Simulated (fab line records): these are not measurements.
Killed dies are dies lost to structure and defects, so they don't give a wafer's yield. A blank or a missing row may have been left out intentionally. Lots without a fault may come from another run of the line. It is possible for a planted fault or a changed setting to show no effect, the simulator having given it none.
Check of tool commonality | flow gf180mcu | 36 wafers sampled across 12 lots

## WHY THIS WAS OPENED
On 2 of the 12 lots, a flag is raised at GF_M5_CD_MEAS_07 on the reading cdNm. Fault-free wafers read 280.0 nm, with a standard deviation of 1.2.
Rule: flag the lot when none of its wafers has a number, or when each of its wafers that has one lies beyond 4 standard deviations from that mean. As for the other lots, they are considered sound.

lot  | measured     | on       | cdNm (nm), wafer by wafer | flag
L346 | day 26 12:29 | cdSem-01 | 281.7 280.7 280.5         | 
L348 | day 27 08:46 | cdSem-02 | 282.9 281.3 282.2         | 
L349 | day 27 13:55 | cdSem-02 | 278.5 279.3 279.0         | 
L351 | day 28 07:22 | cdSem-01 | 277.1 277.7 277.7         | 
L352 | day 28 15:53 | cdSem-02 | 278.3 278.9 278.9         | 
L353 | day 28 18:49 | cdSem-01 | 279.0 279.5 279.1         | 
L355 | day 29 12:01 | cdSem-02 | 279.6 280.3 279.9         | 
L362 | day 31 05:14 | cdSem-02 | 262.1 262.4 261.7         | FLAGGED
L363 | day 31 11:44 | cdSem-02 | 261.2 261.9 261.9         | FLAGGED
L365 | day 32 03:14 | cdSem-01 | 281.5 281.2 281.0         | 
L366 | day 32 09:17 | cdSem-02 | 280.3 279.5 280.1         | 
L367 | day 32 16:36 | cdSem-01 | 281.1 280.5 280.1         | 
The mean of the flagged lots' numbers is 261.9 nm, -18.1 nm from the usual (-15 standard deviations).

## TOOL THAT RAN EACH LOT
The record holds 3 process steps before the reading, out of a route of 602 steps. Cell contents, in order: the tool; ch with the chambers the sampled wafers went through; the start.
lot  | flag    | GF_V4_CVD_02                    | GF_MIM_METAL_ETCH_19             | GF_M5_PEB_05
L346 |         | pecvd-04 ch 0,1, day 23 16:37   | rieMetal-01 ch 0, day 25 14:34   | lithoTrack-04 ch 0, day 26 12:08
L348 |         | pecvd-04 ch 0,1,2, day 24 15:31 | rieMetal-01 ch 0,1, day 26 12:31 | lithoTrack-03 ch 0, day 27 08:25
L349 |         | pecvd-02 ch 1,2, day 24 21:55   | rieMetal-02 ch 0,1, day 26 17:13 | lithoTrack-04 ch 0, day 27 13:34
L351 |         | pecvd-04 ch 0,1,2, day 25 14:58 | rieMetal-01 ch 0,1, day 27 11:23 | lithoTrack-03 ch 0, day 28 07:01
L352 |         | pecvd-01 ch 1,2, day 26 00:15   | rieMetal-01 ch 1, day 27 20:00   | lithoTrack-03 ch 0, day 28 15:34
L353 |         | pecvd-01 ch 1,2, day 26 03:37   | rieMetal-02 ch 0, day 27 22:58   | lithoTrack-04 ch 0, day 28 18:28
L355 |         | pecvd-02 ch 0,1,2, day 26 21:50 | rieMetal-03 ch 0,1, day 28 16:12 | lithoTrack-03 ch 0, day 29 11:38
L362 | FLAGGED | pecvd-04 ch 0,2, day 28 19:19   | rieMetal-03 ch 0,1, day 30 10:53 | lithoTrack-04 ch 0, day 31 04:53
L363 | FLAGGED | pecvd-04 ch 0,1,2, day 29 02:46 | rieMetal-03 ch 0,1, day 30 17:31 | lithoTrack-04 ch 0, day 31 11:23
L365 |         | pecvd-02 ch 0,1,2, day 29 19:22 | rieMetal-02 ch 0,1, day 31 09:53 | lithoTrack-01 ch 0, day 32 02:55
L366 |         | pecvd-04 ch 0,1,2, day 30 01:07 | rieMetal-02 ch 0,1, day 31 16:10 | lithoTrack-03 ch 0, day 32 08:57
L367 |         | pecvd-01 ch 0,1, day 30 09:37   | rieMetal-03 ch 0,1, day 31 23:58 | lithoTrack-01 ch 0, day 32 16:15
What the steps here do:
- GF_V4_CVD_02: deposits SiO2 from TEOS, target thk 850 nm, time 94.851 s.
- GF_MIM_METAL_ETCH_19: etches the open film in Cl2/BCl3, stops on Si3N4, target depth 324.5 nm, time 54.1 s.
- GF_M5_PEB_05: peb time 90 s.
- GF_M5_CD_MEAS_07: target cd 280 nm.

## FLAGGED OVER TOTAL, TOOL BY TOOL (the gauges that took the reading come last)
step                 | tool          | lots run | flagged | share of the flagged lots | sound lots run after its first flagged lot
GF_V4_CVD_02         | pecvd-01      | 3        | 0       | none                      | -
GF_V4_CVD_02         | pecvd-02      | 3        | 0       | none                      | -
GF_V4_CVD_02         | pecvd-04      | 6        | 2       | all                       | 1 (L366)
GF_MIM_METAL_ETCH_19 | rieMetal-01   | 4        | 0       | none                      | -
GF_MIM_METAL_ETCH_19 | rieMetal-02   | 4        | 0       | none                      | -
GF_MIM_METAL_ETCH_19 | rieMetal-03   | 4        | 2       | all                       | 1 (L367)
GF_M5_PEB_05         | lithoTrack-01 | 2        | 0       | none                      | -
GF_M5_PEB_05         | lithoTrack-03 | 5        | 0       | none                      | -
GF_M5_PEB_05         | lithoTrack-04 | 5        | 2       | all                       | 0
GF_M5_CD_MEAS_07     | cdSem-01      | 5        | 0       | none                      | -
GF_M5_CD_MEAS_07     | cdSem-02      | 7        | 2       | all                       | 1 (L366)

## WHAT IS ALLOWED BY THE TABLE
4 rows of the table ran every flagged lot: pecvd-04 at GF_V4_CVD_02, rieMetal-03 at GF_MIM_METAL_ETCH_19, lithoTrack-04 at GF_M5_PEB_05, cdSem-02 at GF_M5_CD_MEAS_07.
- pecvd-04 at GF_V4_CVD_02 ran 6 lots, 2 of them flagged. Sound lots followed the first flagged one (L366) on it, something a lasting fault affecting the whole tool could not allow.
- rieMetal-03 at GF_MIM_METAL_ETCH_19 ran 4 lots, 2 of them flagged. Sound lots followed the first flagged one (L367) on it, something a lasting fault affecting the whole tool could not allow.
- lithoTrack-04 at GF_M5_PEB_05 ran 5 lots, 2 of them flagged. Last sound lot L353 at day 28 18:28, first flagged lot L362 at day 31 04:53; a fault beginning in between fits. Its own readings lie more than 4 standard deviations out on every wafer of the flagged lots: heaterPowerTotalW, plateTempC.
- cdSem-02 at GF_M5_CD_MEAS_07 ran 7 lots, 2 of them flagged. Sound lots followed the first flagged one (L366) on it, something a lasting fault affecting the whole tool could not allow.
What remains is a single tool, lithoTrack-04 at GF_M5_PEB_05.

## WHAT THE SIMULATOR HAD INSERTED
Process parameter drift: lithoTrack-04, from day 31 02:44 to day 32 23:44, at GF_M5_PEB_05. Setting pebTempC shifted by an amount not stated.
Shown lots that were struck: L362, L363. The same result came from the rule above.
